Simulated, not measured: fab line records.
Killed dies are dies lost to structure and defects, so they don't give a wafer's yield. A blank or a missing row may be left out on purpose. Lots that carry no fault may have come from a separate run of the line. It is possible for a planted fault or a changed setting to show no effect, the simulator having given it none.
Struck lot and sound lot, side by side ; flow gf180mcu ; 43 steps out of a route of 602
Sound: these wafers, L350.1, L350.2, L350.6. Wafers L356.1, L356.2, L356.5 were the ones struck. The cause comes at the end.
For every step that has rows: the tool of each side, followed by ch and its chambers, followed by its first start. Under that, the readings that differ: sound wafers ; struck wafers ; difference of the means ; sigmas: that difference in standard deviations of wafers without a fault.
alike: words and numbers the same on both sides, and readings whose means are apart by under 2 such deviations; not compared: readings that were withheld, readings missing a value for some wafer, numbers with overlapping values and no deviation given by the record, and bounds like >300 which may hide the same value.
Wherever a step has rows on one side only, a row that says differs or no value, or a row with sigmas, the two part there. Numbers that don't overlap but have no deviation are shown without sigmas and don't part them. Lack of a reading on every wafer of one side parts them only where that side has two or more wafers.

first, 2 steps without rows for these wafers: GF_M5_CLEAN_13 (cleans in DIW); GF_V5_CVD_00 (deposits SiO2, target thk 300 nm, time 50 s).
GF_V5_THK_MEAS_01:
  sound on filmMetro-03 at day 27 22:46; struck on filmMetro-01 at day 29 10:56
  alike: V5_CVD_00_THK
GF_V5_CVD_02: deposits SiO2 from TEOS, target thk 1450 nm, time 163.28 s.
  sound on pecvd-02 ch 1,2, day 27 22:49; struck on pecvd-01 ch 0,1,2, day 29 10:59
  alike: heaterPowerW
  not compared: sinceWetCleanH
GF_V5_THK_MEAS_03:
  sound on filmMetro-01 at day 27 22:59; struck on filmMetro-03 at day 29 11:06
  alike: V5_CVD_02_THK
GF_V5_CMP_04: polishes SiO2.
  sound on cmp-02 ch 0,1,2, day 27 23:05; struck on cmp-02 ch 1,2, day 29 11:13
  alike: motorCurrentA
GF_V5_BOW_MEAS_05:
  sound on filmMetro-03 at day 27 23:20; struck on filmMetro-04 at day 29 11:28
reading;sound;struck;difference;sigmas
V5_BOW (um);127 124 125;159 149 151;+28;+3
then, 5 steps without rows for these wafers: GF_V5_DEHYDRATE_06 (time 60 s); GF_V5_HMDS_07 (prime time 60 s); GF_V5_COAT_08; GF_V5_COAT_09 (resist thk 1000 nm); GF_V5_SOFTBAKE_10 (time 60 s).
GF_V5_EXPOSE_11: exposes mask Via5, target cd 260 nm.
  sound on krfScanner-01 ch 0, day 28 09:31; struck on krfScanner-02 ch 0, day 29 20:51
  alike: mask
then, 2 steps without rows for these wafers: GF_V5_PEB_12 (peb time 90 s); GF_V5_DEVELOP_13 (develop time 60 s).
GF_V5_CD_MEAS_14 targets a cd of 260 nm.
  sound on cdSem-02 at day 28 18:54; struck on cdSem-02 at day 30 05:50
  alike: cdNm
GF_V5_OVL_MEAS_15:
  sound on overlay-01 at day 28 19:01; struck on overlay-02 at day 30 05:58
  alike: V5_OVL
GF_V5_ETCH_16: etches BARC in N2/H2.
  sound on rieDiel-03 ch 0,1,2, day 28 19:03; struck on rieDiel-02 ch 0,1,2, day 30 06:00
  alike: drypumpMotorCurrentA, oesProductAu, throttleValvePct
  not compared: model.V5.cdNm
GF_V5_ETCH_17: etches SiO2 in C4F8/O2/Ar, stops on TiN, target depth 855 nm.
  sound: rieDiel-03 ch 0,1,2; struck: rieDiel-02 ch 0,1,2
reading;sound;struck;difference;sigmas
model.V5.cdNm (nm);260.1 259.1 258.6;262.7 260.3 260.2;+1.8;
  alike: oesProductAu
then, 4 steps without rows for these wafers: GF_V5_STRIP_18 (strips in O2/N2); GF_V5_STRIP_19 (strips in post etch residue remover, time 1200 s); GF_V5_CLEAN_20 (cleans in DIW); GF_V5_SPUTTER_21 (material Ti, target thk 15 nm, time 80.02 s).
GF_V5_SPUTTER_22: material TiN, target thk 10 nm, time 40 s.
  sound on pvdSputter-01 at day 28 19:48; struck on pvdSputter-04 at day 30 06:45
  alike: throttleValvePct
GF_V5_CVD_23: deposits W, target thk 350 nm, time 104.9 s.
  sound on cvdW-01 ch 0,1, day 28 19:50; struck on cvdW-01 ch 0,1, day 30 06:47
  alike: heaterPowerW
  not compared: sinceWetCleanH
GF_V5_RS_MEAS_24: measurement is done with a four-point probe.
  sound on filmMetro-01 at day 28 19:57; struck on filmMetro-03 at day 30 06:54
  alike: V5_W_RS
GF_V5_THK_MEAS_25: measures by xrf.
  sound on filmMetro-01 at day 28 20:04; struck on filmMetro-03 at day 30 07:01
reading;sound;struck;difference;sigmas
V5_W_THK (nm);353 359 355;346 346 342;-11;-2
then, 3 steps without rows for these wafers: GF_V5_CMP_26 (polishes, stops on SiO2, t overpolish 15 s, target thk 0 nm); GF_TOP_METAL_SPUTTER_00 (material Ti, target thk 37.5 nm, time 150 s); GF_TOP_METAL_SPUTTER_01 (material TiN, target thk 30 nm, time 25 s).
GF_TOP_METAL_SPUTTER_02: material AlCu, target thk 900 nm, time 47.82 s.
  sound on pvdSputter-03 at day 28 20:34; struck on pvdSputter-02 at day 30 07:31
  alike: throttleValvePct
then, 2 steps without rows for these wafers: GF_TOP_METAL_SPUTTER_03 (material Ti, target thk 5 nm, time 3.3 s); GF_TOP_METAL_SPUTTER_04 (material TiN, target thk 25 nm, time 20.8 s).
GF_TOP_METAL_RS_MEAS_05: measurement is done with a four-point probe.
  sound on filmMetro-02 at day 28 20:39; struck on filmMetro-04 at day 30 07:37
  alike: TOP_METAL_ALCU_RS
GF_TOP_METAL_THK_MEAS_06: measures by xrf.
  sound on filmMetro-02 at day 28 20:46; struck on filmMetro-04 at day 30 07:44
  alike: TOP_METAL_ALCU_THK
then, 7 steps without rows for these wafers: GF_TOP_METAL_DEHYDRATE_07 (time 60 s); GF_TOP_METAL_HMDS_08 (prime time 60 s); GF_TOP_METAL_COAT_09 (resist thk 1500 nm); GF_TOP_METAL_SOFTBAKE_10 (time 60 s); GF_TOP_METAL_EXPOSE_11 (exposes mask MetalTop, target cd 440 nm); GF_TOP_METAL_PEB_12; GF_TOP_METAL_DEVELOP_13 (develop time 60 s).
GF_PASSIVATION_PROBE_99:
  the record has rows for the struck wafers here (prober-02, day 31 21:32) and none for the sound ones

WHERE THEY PART
First at GF_V5_BOW_MEAS_05; last, within this record, at GF_PASSIVATION_PROBE_99.

WHY: whatever the simulator had introduced
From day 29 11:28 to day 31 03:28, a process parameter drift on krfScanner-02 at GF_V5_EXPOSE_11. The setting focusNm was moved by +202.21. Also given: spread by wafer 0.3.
